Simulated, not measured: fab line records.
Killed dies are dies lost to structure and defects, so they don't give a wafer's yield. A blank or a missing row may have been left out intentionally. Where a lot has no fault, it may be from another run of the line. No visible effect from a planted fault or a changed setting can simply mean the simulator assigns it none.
Which tool did it?	flow sky130	33 wafers from 11 lots sampled at 5 of the route's 708 steps

WHAT THE GAUGES SHOWED, per wafer
SKY_LDD_P_CD_MEAS_07 targets a cd of 380 nm. Usual: cd_nm 380.5 nm, standard deviation 2.5.
lot	measured	on	cd_nm (nm)	flag
L360	day 18 15:55	cd_sem-02	378.9 378.0 378.2	
L362	day 19 08:36	cd_sem-01	382.6 381.0 380.3	
L365	day 20 14:06	cd_sem-01	375.5 375.9 375.6	
L367	day 21 14:03	cd_sem-02	381.5 378.8 382.2	
L368	day 22 20:07	cd_sem-02	379.3 374.7 377.2	
L374	day 24 04:19	cd_sem-02	370.3 366.4 370.3	OFF
L376	day 24 19:39	cd_sem-01	371.5 372.5 372.4	OFF
L377	day 25 00:49	cd_sem-02	370.9 370.4 370.5	OFF
L381	day 26 08:35	cd_sem-01	382.7 381.0 383.3	
L382	day 26 17:40	cd_sem-01	379.9 382.1 382.0	
L383	day 27 06:56	cd_sem-02	384.8 385.3 384.3	

SKY_SD_P_TW_MEAS_11. Usual: SD_P_TW typically reads 2848, with standard deviation 30.
lot	measured	on	SD_P_TW	flag
L360	day 25 02:25	film_metro-02	2877 2862 2865	
L362	day 25 19:50	film_metro-02	2852 2854 2847	
L365	day 26 22:16	film_metro-01	2818 2807 2815	
L367	day 27 21:40	film_metro-02	2829 2834 2836	
L368	day 28 23:10	film_metro-02	2844 2849 2856	
L374	day 30 05:46	film_metro-01	2787 2807 2785	
L376	day 30 23:16	film_metro-01	2801 2808 2801	
L377	day 31 02:31	film_metro-03	2880 2900 2885	
L381	day 32 09:01	film_metro-02	2835 2846 2852	
L382	day 32 18:10	film_metro-03	2888 2878 2879	
L383	day 33 04:41	film_metro-02	2836 2859 2831	

SKY_LOCAL_INTERCONNECT_RS_MEAS_01: measures by four-point-probe. Usual: LOCAL_INTERCONNECT_TIN_RS typically reads 14.17 ohm/sq, with standard deviation 0.14.
lot	measured	on	LOCAL_INTERCONNECT_TIN_RS (ohm/sq)	flag
L360	day 28 20:04	film_metro-02	14.18 14.46 14.10	
L362	day 29 13:31	film_metro-02	14.20 14.18 14.14	
L365	day 30 15:02	film_metro-02	14.36 13.95 14.10	
L367	day 31 12:17	film_metro-02	14.40 14.14 14.23	
L368	day 32 13:07	film_metro-02	14.08 14.11 14.07	
L374	day 33 19:38	film_metro-02	14.18 13.93 14.17	
L376	day 34 12:20	film_metro-04	14.08 14.12 14.24	
L377	day 34 16:00	film_metro-02	14.12 14.15 14.29	
L381	day 35 21:41	film_metro-04	14.23 14.06 14.18	
L382	day 36 05:54	film_metro-04	14.13 14.19 14.11	
L383	day 36 16:31	film_metro-02	14.09 14.14 14.21	

TOOL THAT RAN EACH LOT (tool first, then ch and the chambers of the sampled wafers, then the start)
lot	SKY_LDD_P_COAT_02	SKY_LDD_P_STRIP_10
L360	litho_track-03 ch 0, day 18 00:20	plasma_asher-01 ch 0,1, day 18 16:13
L362	litho_track-01 ch 0, day 18 18:04	plasma_asher-02 ch 0,1, day 19 08:54
L365	litho_track-03 ch 0, day 19 23:16	plasma_asher-01 ch 0,1, day 20 14:25
L367	litho_track-02 ch 0, day 20 22:06	plasma_asher-02 ch 0,1, day 21 14:22
L368	litho_track-01 ch 0, day 22 04:10	plasma_asher-01 ch 0,1, day 22 20:25
L374	litho_track-03 ch 0, day 23 12:44	plasma_asher-01 ch 1, day 24 04:37
L376	litho_track-03 ch 0, day 24 05:10	plasma_asher-03 ch 0,1, day 24 19:58
L377	litho_track-03 ch 0, day 24 09:49	plasma_asher-02 ch 0,1, day 25 01:07
L381	litho_track-02 ch 0, day 25 17:47	plasma_asher-01 ch 0,1, day 26 08:53
L382	litho_track-02 ch 0, day 26 02:42	plasma_asher-01 ch 0,1, day 26 17:58
L383	litho_track-02 ch 0, day 26 16:59	plasma_asher-03 ch 0,1, day 27 07:13
- SKY_LDD_P_COAT_02: resist thk 1140 nm.
- SKY_LDD_P_STRIP_10: strips in O2/N2.

WHAT THE TOOLS THEMSELVES READ (means of the sampled wafers that have a number; where no wafer has one, the mark that the record gives instead)
SKY_LDD_P_COAT_02. Usual: exhaust_pa 45.2 Pa, standard deviation 0.7.
lot	tool	exhaust_pa (Pa)	flag
L360	litho_track-03	45.0	
L362	litho_track-01	45.0	
L365	litho_track-03	46.0	
L367	litho_track-02	45.0	
L368	litho_track-01	44.4	
L374	litho_track-03	45.3	
L376	litho_track-03	45.8	
L377	litho_track-03	45.4	
L381	litho_track-02	44.9	
L382	litho_track-02	45.1	
L383	litho_track-02	44.9	

SKY_LDD_P_STRIP_10. Usual: drypump_motor_current_A 5.71 A, standard deviation 0.26; oes_product_au 0.716 a.u., standard deviation 0.0044; strip_time_to_endpoint_s 14.19 s, standard deviation 0.034.
lot	tool	drypump_motor_current_A (A)	oes_product_au (a.u.)	strip_time_to_endpoint_s (s)	flag
L360	plasma_asher-01	5.63	0.712	14.15	
L362	plasma_asher-02	5.53	0.709	14.14	
L365	plasma_asher-01	5.80	0.718	14.21	
L367	plasma_asher-02	5.65	0.717	14.20	
L368	plasma_asher-01	5.82	0.713	14.19	
L374	plasma_asher-01	6.01	0.715	15.66	OFF
L376	plasma_asher-03	5.88	0.713	15.64	OFF
L377	plasma_asher-02	5.64	0.714	15.60	OFF
L381	plasma_asher-01	5.82	0.717	14.19	
L382	plasma_asher-01	5.62	0.717	14.21	
L383	plasma_asher-03	5.87	0.717	14.20	

THE ANSWER, worked out from the rows above alone
Rule: a lot counts as off when the mean over its wafers that have a number is more than 3 standard deviations away from the usual mean. Also off: a lot with no number at a reading for which 4 or more lots have one. All remaining lots with rows at the step are treated as sound. After the gauges, taken in route order, come the tools' own readings; for these a lot's mean is taken, as printed above. The first step at which some lot is off is used, and at that step the reading that is off furthest; a lot without a number counts as furthest.
Off at SKY_LDD_P_CD_MEAS_07 (cd_nm): L374, L376, L377.
A tool fits if, at a process step before that reading, it ran every lot that is off, and no sound lot after the first of them. The gauges at SKY_LDD_P_CD_MEAS_07 aren't tried: what is off there is off at SKY_LDD_P_STRIP_10 too, on other tools, and a gauge's error can't cause that. One candidate fits, namely litho_track-03 at SKY_LDD_P_COAT_02. A fault onset in the window from L365 (day 19 23:16, its last sound lot) to L374 (day 23 12:44, its first lot off) fits.

WHAT WAS PUT IN BY THE SIMULATOR
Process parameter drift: litho_track-03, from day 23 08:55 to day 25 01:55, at SKY_LDD_P_COAT_02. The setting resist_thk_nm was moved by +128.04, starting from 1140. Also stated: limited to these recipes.
Shown lots that were struck: L374, L376, L377. The rule above found the same.
